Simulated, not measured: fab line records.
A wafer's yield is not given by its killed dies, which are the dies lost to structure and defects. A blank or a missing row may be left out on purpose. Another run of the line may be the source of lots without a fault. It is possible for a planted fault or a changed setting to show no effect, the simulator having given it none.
The tool behind it: which one? | flow sky130 | 11 lots, 33 wafers sampled, at 2 steps of a route of 708

WHAT EACH GAUGE READ, for each wafer
SKY_GATE_OXIDE_THK_MEAS_02.
lot  | measured     | on            | GATE_OXIDE_OXIDATION_00_THK (nm)
L377 | day 12 07:58 | film metro-01 | 10.19 10.14 10.21
L378 | day 13 02:37 | film metro-01 | 10.31 10.42 10.41
L379 | day 14 00:46 | film metro-04 | 10.05 10.09 10.06
L381 | day 14 02:47 | film metro-04 | 10.24 10.28 10.05
L380 | day 14 03:54 | film metro-04 | 10.12 10.12 10.04
L382 | day 14 21:49 | film metro-01 | 9.94 9.73 10.04
L383 | day 15 10:34 | film metro-02 | 10.46 10.64 10.63
L385 | day 15 19:25 | film metro-01 | 10.75 10.62 10.62
L384 | day 15 20:38 | film metro-01 | 10.19 10.21 10.25
L395 | day 18 16:53 | film metro-01 | 7.86 8.05 7.84
L396 | day 19 05:25 | film metro-01 | 7.84 8.07 7.96

TOOL THAT RAN EACH LOT (tool first, then ch and the chambers of the sampled wafers, then the start)
lot  | SKY_GATE_OXIDE_OXIDATION_01
L377 | furnace-01 ch 0, day 12 06:33
L378 | furnace-01 ch 0, day 13 01:13
L379 | furnace-01 ch 0, day 13 23:20
L381 | furnace-02 ch 0, day 14 01:22
L380 | furnace-01 ch 0, day 14 02:29
L382 | furnace-01 ch 0, day 14 20:25
L383 | furnace-02 ch 0, day 15 09:10
L385 | furnace-02 ch 0, day 15 18:00
L384 | furnace-01 ch 0, day 15 19:13
L395 | furnace-01 ch 0, day 18 15:28
L396 | furnace-01 ch 0, day 19 04:00
- SKY_GATE_OXIDE_OXIDATION_01: stabilise 600 s, purge 300 s, target thk 10.268 nm.

THE ANSWER, worked out from the rows above alone
Rule: the usual values come from the lots themselves. Put in order of their means at a reading, lots are off if they are a third of the lots or fewer, leave a main group of 4 or more, and stand apart from it by a gap of 3 or more times the standard deviation of the main group's means; of several such gaps the widest counts. A main group is skipped when, at the precision printed for the reading in the tables above, its means are all equal. A lot without any number at a reading at which 4 lots or more have one is off too. Any other lot the step has rows for is counted as sound.
Off: L395, L396, at SKY_GATE_OXIDE_THK_MEAS_02 (GATE_OXIDE_OXIDATION_00_THK). Main group: mean 10.25 nm, sd 0.23.
If a tool, at a process step before that reading, ran all the lots that are off and no sound lot after the first of them, it fits. Gauges at SKY_GATE_OXIDE_THK_MEAS_02: tried the same way as those tools. Undecided on this evidence; 2 tools fit (furnace-01 at SKY_GATE_OXIDE_OXIDATION_01, film metro-01 at SKY_GATE_OXIDE_THK_MEAS_02).

WHAT THE SIMULATOR HAD INSERTED
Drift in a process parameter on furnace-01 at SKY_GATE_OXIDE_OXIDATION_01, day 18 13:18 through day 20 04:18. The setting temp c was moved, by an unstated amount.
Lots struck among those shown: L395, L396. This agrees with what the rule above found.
